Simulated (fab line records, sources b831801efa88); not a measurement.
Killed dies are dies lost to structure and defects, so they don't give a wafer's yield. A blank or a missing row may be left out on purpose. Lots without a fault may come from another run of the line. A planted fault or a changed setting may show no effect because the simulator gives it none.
Which tool did it? | flow gf180mcu | 6 lots, 18 wafers sampled, at 2 steps of a route of 602

WHAT THE GAUGES READ, wafer by wafer
GF_VT_IMPLANT_RS_MEAS_49: measures by four-point-probe.
lot  | measured     | on            | MVPSD_RS (ohm/sq)
L871 | day 7 21:41  | film_metro-03 | 1178 1186 1181
L873 | day 8 12:23  | film_metro-01 | 1185 1180 1179
L875 | day 8 21:29  | film_metro-01 | 1187 1189 1183
L882 | day 11 02:24 | film_metro-02 | 1271 1270 1272
L889 | day 12 19:38 | film_metro-03 | 1179 1180 1178
L893 | day 14 00:28 | film_metro-03 | 1185 1185 1182

WHICH TOOL RAN EACH LOT (tool, then ch and the chambers of the sampled wafers, then the start)
lot  | GF_MVPSD_IMPLANT_09
L871 | implanter-02 ch 0, day 5 08:38
L873 | implanter-02 ch 0, day 5 19:41
L875 | implanter-04 ch 0, day 6 04:46
L882 | implanter-04 ch 0, day 8 03:58
L889 | implanter-01 ch 0, day 9 17:56
L893 | implanter-02 ch 0, day 10 17:54
- GF_MVPSD_IMPLANT_09

THE ANSWER, worked out from the rows above alone
Rule: what is usual is taken from the lots themselves. Put in order of their means at a reading, lots are off if they are a third of the lots or fewer, leave a main group of 4 or more, and stand apart from it by a gap of 3 or more times the standard deviation of the main group's means; of several such gaps the widest counts. A main group whose means are all the same, to the digits that the tables above print for the reading, isn't used. A lot without any number at a reading at which 4 lots or more have one is off too. The other lots that the step has rows for count as sound.
Off: L882, at GF_VT_IMPLANT_RS_MEAS_49 (MVPSD_RS). The main group: mean 1182 ohm/sq, standard deviation 2.5.
A tool fits if, at a process step before that reading, it ran every lot that is off, and no sound lot after the first of them. The gauges at GF_VT_IMPLANT_RS_MEAS_49 are tried like those tools. Can't be told from this: 2 tools fit, implanter-04 at GF_MVPSD_IMPLANT_09, film_metro-02 at GF_VT_IMPLANT_RS_MEAS_49.

WHAT THE SIMULATOR HAD PUT IN
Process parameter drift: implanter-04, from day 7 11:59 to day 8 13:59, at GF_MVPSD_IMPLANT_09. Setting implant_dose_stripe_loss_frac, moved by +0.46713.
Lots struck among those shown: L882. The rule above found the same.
